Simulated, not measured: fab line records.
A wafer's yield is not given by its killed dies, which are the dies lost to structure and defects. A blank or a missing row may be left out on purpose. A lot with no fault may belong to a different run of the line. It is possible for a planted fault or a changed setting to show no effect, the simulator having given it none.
fab line records	flow sky130
[record] lots = 14	wafers = 42	lastDay = 49
route steps=708 shown GATE_OXIDE@200 LDD_HVP@284 LDD_LDN@301
lots that met no fault: from a run of the same line without faults
startH: the number of hours between the record's first day and the start of the first shown wafer of the lot	waitH: how many hours have passed since the lot's step before this one	" as in the row above	L1.1+2: a single row standing in for several wafers	- no value present, or no start provided	* or withheld: withheld	< > ~ a bound
route shown NAME@n: names a module that has steps shown in the file, with the first one's number in the route	usual: mean and standard deviation over wafers with no fault	same: alike in all rows	chamber/n: place in a boat	sites: the reading at each site	_std_site: standard deviation of those values	_edge_site: outer sites' mean less inner sites'	radiusMm: how far each site lies from the wafer's centre	mask NAME#n: copy n	behind: the last tool/chamber to shape the wafer	hold: what put the lot on hold/how long, in hours/how the hold closed	device: whichever transistor did not switch (one of n, p or np)	end of line: at the end of the route, the tests of the same wafers	a step without rows: its recipe alone	killed: dies lost to structure and defects at the first sort, not the wafer's yield	map: shows each die of a wafer: x if killed, . if not, _ if none is there
set.NAME: the run value of the setting; set.NAME@STEP: its run value at that earlier step	model.NAME: the simulator's own value behind a step, which no gauge read
route steps across a sampled set of lots; one table per step, one row per wafer
services: when a tool's chamber went out of use (startH, in hours from the record's first day, below 0 if earlier), for how many hours, and the reason
[[steps]]
[step SKY_GATE_OXIDE_STRIP_13]
[recipe] chemistry = O2/N2	powerW = 1400	pressureMtorr = 1500	platenTempC = withheld	o2FlowSccm = 3000	n2FlowSccm = 300	overashFraction = 0.5
[usual] drypumpMotorCurrentA = 5.9/0.5	oesProductAu = 0.715/0.0046	stripTimeToEndpointS = 14.19/0.031
lot.wafer	tool	chamber	startH	waitH	drypumpMotorCurrentA	oesProductAu	rfHoursCounterH	stripTimeToEndpointS
L505.2	plasmaAsher-04	1	300.54	0.0	6.5	0.719	62	14.14
L505.4	"	0	"	"	6.4	0.722	-	14.15
L505.5	"	0	"	"	6.4	0.715	-	14.12
L506.2	plasmaAsher-04	0	315.43	0.0	6.4	0.716	64	14.19
L506.3	"	0	"	"	6.4	0.716	-	14.21
L506.5	"	1	"	"	6.5	0.709	-	14.24
L508.1	plasmaAsher-03	1	325.90	0.0	5.3	0.718	49	14.15
L508.2	"	0	"	"	6.4	0.718	49	14.17
L508.6	"	0	"	"	6.4	0.715	-	14.20
L509.1	plasmaAsher-03	1	336.98	0.0	5.3	0.708	50	14.19
L509.2	"	0	"	"	6.4	0.717	50	14.21
L509.3	"	0	"	"	6.4	0.708	-	14.22
L510.3	plasmaAsher-03	1	347.56	0.0	5.3	0.711	-	14.15
L510.4	"	0	"	"	6.4	0.717	-	14.17
L510.5	"	0	"	"	6.4	0.714	-	14.20
L517.2	plasmaAsher-04	1	408.19	0.0	6.5	0.715	74	14.24
L517.3	"	1	"	"	6.5	0.718	-	14.20
L517.6	"	0	"	"	6.4	0.711	-	14.28
L519.3	plasmaAsher-04	0	425.03	0.0	6.4	0.712	-	14.17
L519.5	"	0	"	"	6.5	0.719	-	14.16
L519.6	"	1	"	"	6.5	0.711	-	14.13
L520.1	plasmaAsher-02	0	433.08	0.0	5.4	0.719	31	14.15
L520.5	"	1	"	"	5.6	0.716	-	14.17
L520.6	"	0	"	"	5.4	0.713	-	14.15
L521.1	plasmaAsher-04	1	440.18	0.0	6.5	0.719	78	14.17
L521.5	"	0	"	"	6.4	0.714	-	14.19
L521.6	"	1	"	"	6.5	0.726	-	14.13
L522.2	plasmaAsher-02	0	450.24	0.0	5.4	0.705	33	14.24
L522.4	"	0	"	"	5.4	0.716	-	14.19
L522.6	"	0	"	"	5.4	0.716	-	14.21
L523.1	plasmaAsher-03	1	456.54	0.0	5.3	0.711	63	14.21
L523.4	"	1	"	"	5.3	0.716	-	14.18
L523.5	"	1	"	"	5.3	0.721	-	14.18
L524.1	plasmaAsher-03	0	465.25	0.0	6.4	0.715	64	14.14
L524.2	"	1	"	"	5.3	0.714	64	14.15
L524.3	"	0	"	"	6.4	0.712	-	14.15
L525.1	plasmaAsher-03	0	470.49	0.0	6.4	0.716	65	14.17
L525.2	"	1	"	"	5.3	0.722	65	14.16
L525.4	"	1	"	"	5.3	0.710	-	14.20
L526.1	plasmaAsher-02	1	482.65	0.0	5.7	0.721	36	14.17
L526.2	"	0	"	"	5.4	0.708	36	14.20
L526.6	"	0	"	"	5.4	0.714	-	14.21
[step SKY_LDD_HVP_DEVELOP_06]
[recipe] resist = NOVOLAK	developer = TMAH	developTimeS = 60	devTempC = 23
[usual] chillPlateTempC = 22.97/0.11	developTimeS = 60/0
lot.wafer	tool	chamber	startH	waitH	chillPlateTempC	developTimeS
L505.2	lithoTrack-02	0	483.63	0.1	23.16	60
L505.4	"	0	"	"	23.13	60
L505.5	"	0	"	"	23.13	60
L506.2	lithoTrack-03	0	503.30	0.1	22.87	60
L506.3	"	0	"	"	23.02	60
L506.5	"	0	"	"	22.94	60
L508.1	lithoTrack-04	0	515.05	0.1	22.93	60
L508.2	"	0	"	"	23.00	60
L508.6	"	0	"	"	23.05	60
L509.1	lithoTrack-03	0	522.97	0.1	22.78	60
L509.2	"	0	"	"	22.85	60
L509.3	"	0	"	"	22.80	60
L510.3	lithoTrack-03	0	536.87	0.1	22.91	60
L510.4	"	0	"	"	23.01	60
L510.5	"	0	"	"	23.13	60
L517.2	lithoTrack-02	0	599.28	0.1	22.88	60
L517.3	"	0	"	"	22.92	60
L517.6	"	0	"	"	22.93	60
L519.3	lithoTrack-04	-	617.35	0.1	-	-
L519.5	"	-	"	"	-	-
L519.6	"	-	"	"	-	-
L520.1	lithoTrack-03	-	618.92	0.1	-	-
L520.5	"	-	"	"	-	-
L520.6	"	-	"	"	-	-
L521.1	lithoTrack-03	0	628.02	0.1	22.98	60
L521.5	"	0	"	"	22.96	60
L521.6	"	0	"	"	22.86	60
L522.2	lithoTrack-04	0	636.98	0.1	23.05	60
L522.4	"	0	"	"	23.05	60
L522.6	"	0	"	"	23.08	60
L523.1	lithoTrack-02	0	644.65	0.1	22.89	60
L523.4	"	0	"	"	23.04	60
L523.5	"	0	"	"	23.11	60
L524.1	lithoTrack-04	0	650.05	0.1	22.81	60
L524.2	"	0	"	"	23.04	60
L524.3	"	0	"	"	22.93	60
L525.1	lithoTrack-04	0	655.45	0.1	22.95	60
L525.2	"	0	"	"	23.00	60
L525.4	"	0	"	"	22.97	60
L526.1	lithoTrack-04	0	666.25	0.1	22.93	60
L526.2	"	0	"	"	22.88	60
L526.6	"	0	"	"	22.91	60
[step SKY_LDD_HVP_STRIP_09]
[recipe] chemistry = O2/N2	powerW = 1400	pressureMtorr = 1500	platenTempC = withheld	o2FlowSccm = 3000	n2FlowSccm = 300	overashFraction = 0.5
[usual] drypumpMotorCurrentA = 6.1/0.39	oesProductAu = 0.409/0.0042	stripTimeToEndpointS = 4.134/0.014
lot.wafer	tool	chamber	startH	waitH	drypumpMotorCurrentA	oesProductAu	rfHoursCounterH	stripTimeToEndpointS
L505.2	plasmaAsher-04	0	483.94	0.1	6.4	0.401	82	4.139
L505.4	"	0	"	"	6.4	0.409	-	4.133
L505.5	"	0	"	"	6.4	0.404	-	4.122
L506.2	plasmaAsher-01	0	503.61	0.1	5.8	0.412	7	4.139
L506.3	"	1	"	"	5.9	0.410	-	4.119
L506.5	"	1	"	"	5.9	0.410	-	4.145
L508.1	plasmaAsher-04	1	515.39	0.1	6.5	0.400	85	4.136
L508.2	"	0	"	"	6.5	0.413	85	4.134
L508.6	"	1	"	"	6.5	0.414	-	4.138
L509.1	plasmaAsher-04	1	523.31	0.1	6.5	0.405	86	4.141
L509.2	"	0	"	"	6.4	0.411	86	4.128
L509.3	"	1	"	"	6.5	0.405	-	4.116
L510.3	plasmaAsher-02	0	537.19	0.1	5.4	0.416	-	4.129
L510.4	"	1	"	"	5.7	0.412	-	4.120
L510.5	"	0	"	"	5.4	0.414	-	4.100
L517.2	plasmaAsher-04	0	599.59	0.1	6.4	0.410	94	4.142
L517.3	"	1	"	"	6.5	0.402	-	4.131
L517.6	"	0	"	"	6.4	0.402	-	4.138
L519.3	plasmaAsher-04	0	617.67	0.1	6.4	0.416	-	4.147
L519.5	"	0	"	"	6.4	0.411	-	4.141
L519.6	"	1	"	"	6.4	0.414	-	4.142
L520.1	plasmaAsher-04	1	619.26	0.1	6.5	0.406	97	4.147
L520.5	"	1	"	"	6.5	0.411	-	4.148
L520.6	"	0	"	"	6.4	0.407	-	4.150
L521.1	plasmaAsher-04	1	628.36	0.1	6.5	0.403	98	4.131
L521.5	"	1	"	"	6.5	0.397	-	4.129
L521.6	"	0	"	"	6.4	0.408	-	4.131
L522.2	plasmaAsher-01	0	637.29	0.1	5.8	0.407	23	4.132
L522.4	"	1	"	"	6.0	0.408	-	4.136
L522.6	"	1	"	"	6.0	0.412	-	4.150
L523.1	plasmaAsher-01	1	644.99	0.1	5.9	0.403	24	4.147
L523.4	"	1	"	"	5.9	0.411	-	4.117
L523.5	"	1	"	"	5.9	0.414	-	4.141
L524.1	plasmaAsher-01	0	650.39	0.1	5.7	0.408	24	4.139
L524.2	"	1	"	"	6.0	0.410	24	4.137
L524.3	"	1	"	"	6.0	0.408	-	4.139
L525.1	plasmaAsher-01	1	655.79	0.1	5.9	0.403	25	4.109
L525.2	"	0	"	"	5.8	0.409	25	4.114
L525.4	"	1	"	"	5.9	0.409	-	4.134
L526.1	plasmaAsher-01	0	666.59	0.1	5.7	0.411	26	4.117
L526.2	"	1	"	"	6.0	0.404	26	4.113
L526.6	"	1	"	"	5.9	0.404	-	4.126
[step SKY_LDD_LDN_STRIP_12]
[recipe] chemistry = O2/N2	powerW = 1400	pressureMtorr = 1500	platenTempC = withheld	o2FlowSccm = 3000	n2FlowSccm = 300	overashFraction = 0.5
[usual] drypumpMotorCurrentA = 6.0/0.42	oesProductAu = 0.716/0.0044	stripTimeToEndpointS = 14.17/0.043
lot.wafer	tool	chamber	startH	waitH	drypumpMotorCurrentA	oesProductAu	rfHoursCounterH	stripTimeToEndpointS
L505.2	plasmaAsher-04	0	515.01	0.1	6.4	0.715	85	14.19
L505.4	"	0	"	"	6.4	0.714	-	14.18
L505.5	"	1	"	"	6.5	0.713	-	14.20
L506.2	plasmaAsher-04	0	534.17	0.1	6.4	0.709	87	14.17
L506.3	"	1	"	"	6.5	0.719	-	14.16
L506.5	"	0	"	"	6.4	0.717	-	14.13
L508.1	plasmaAsher-04	0	545.47	0.1	6.4	0.712	88	14.13
L508.2	"	1	"	"	6.4	0.718	88	14.13
L508.6	"	1	"	"	6.5	0.717	-	14.13
L509.1	plasmaAsher-03	1	553.84	0.1	5.3	0.709	72	14.21
L509.2	"	0	"	"	6.4	0.715	72	14.19
L509.3	"	0	"	"	6.4	0.714	-	14.21
L510.3	plasmaAsher-01	1	567.61	0.1	5.9	0.719	-	14.24
L510.4	"	0	"	"	5.8	0.710	-	14.18
L510.5	"	0	"	"	5.8	0.711	-	14.19
L517.2	plasmaAsher-01	0	628.51	0.1	5.7	0.717	22	14.10
L517.3	"	1	"	"	5.9	0.715	-	14.12
L517.6	"	1	"	"	5.9	0.723	-	14.17
L519.3	plasmaAsher-03	0	646.57	0.1	6.4	0.717	-	14.21
L519.5	"	1	"	"	5.3	0.717	-	14.20
L519.6	"	0	"	"	6.4	0.724	-	14.21
L520.1	plasmaAsher-01	1	648.37	0.1	6.0	0.723	24	14.21
L520.5	"	1	"	"	5.9	0.721	-	14.20
L520.6	"	0	"	"	5.8	0.718	-	14.17
L521.1	plasmaAsher-04	1	656.87	0.1	6.5	0.720	102	14.11
L521.5	"	1	"	"	6.5	0.708	-	14.11
L521.6	"	0	"	"	6.4	0.716	-	14.10
L522.2	plasmaAsher-01	1	666.22	0.1	6.0	0.716	26	14.17
L522.4	"	0	"	"	5.7	0.720	-	14.17
L522.6	"	0	"	"	5.7	0.725	-	14.17
L523.1	plasmaAsher-03	1	677.35	0.1	5.3	0.717	87	14.15
L523.4	"	1	"	"	5.3	0.710	-	14.13
L523.5	"	0	"	"	6.4	0.720	-	14.10
L524.1	plasmaAsher-03	0	678.92	0.1	6.4	0.713	87	14.17
L524.2	"	1	"	"	5.3	0.721	87	14.14
L524.3	"	1	"	"	5.3	0.716	-	14.12
L525.1	plasmaAsher-01	1	684.86	0.1	5.9	0.715	29	14.16
L525.2	"	0	"	"	5.7	0.719	29	14.17
L525.4	"	1	"	"	5.9	0.717	-	14.21
L526.1	plasmaAsher-01	0	695.44	0.1	5.7	0.717	30	14.14
L526.2	"	1	"	"	5.9	0.711	30	14.11
L526.6	"	0	"	"	5.7	0.711	-	14.11
[[services]]
tool	chamber	startH	hours	kind
plasmaAsher-01	-	307.09	7.8	repair
plasmaAsher-03	-	317.45	8.4	repair
plasmaAsher-02	-	328.44	4.4	repair
plasmaAsher-01	-	363.29	31.4	repair
plasmaAsher-01	-	421.31	9.0	pm
plasmaAsher-01	0	421.31	9.0	ventCycle
plasmaAsher-01	1	421.31	9.0	ventCycle
plasmaAsher-01	0	430.31	-	clean
plasmaAsher-01	1	430.31	-	clean
plasmaAsher-02	-	446.53	1.2	repair
plasmaAsher-03	-	519.73	14.6	pm
plasmaAsher-04	-	536.58	4.3	pm
plasmaAsher-02	-	581.46	103.8	repair
plasmaAsher-02	-	648.52	0.9	repair
plasmaAsher-04	-	673.51	0.4	repair
plasmaAsher-01	-	675.86	1.1	repair
[[key]]
[firstSign] step = SKY_LDD_HVP_DEVELOP_06	reading = toolRecord	direction = missing
effect none on later readings
metAt SKY_LDD_HVP_DEVELOP_06
struckLots L519,L520
sortLeftOut L519.3,L519.5,L519.6,L520.1,L520.5,L520.6
testerLeftOut L519,L520
notActingAt SKY_GATE_OXIDE_STRIP_13,SKY_LDD_HVP_STRIP_09,SKY_LDD_LDN_STRIP_12
onsetBetween 536.87 617.35
[fault] kind = skippedStepWhole	tool = lithoTrack-03,lithoTrack-04	chamber = -	onsetH = 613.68	steps = SKY_LDD_HVP_DEVELOP_06	scope = struckLotsOnly
// testerLeftOut: of these lots the tester's yield and bins aren't shown, on N5 and GAA mostly nor the transistor test; their killed dies are dies lost to structure and defects alone, not to doping, threshold or leakage, so they don't give the yield
// sortLeftOut: the simulated sort isn't trusted on such a fault, so these wafers' sort isn't shown, and their yield isn't known
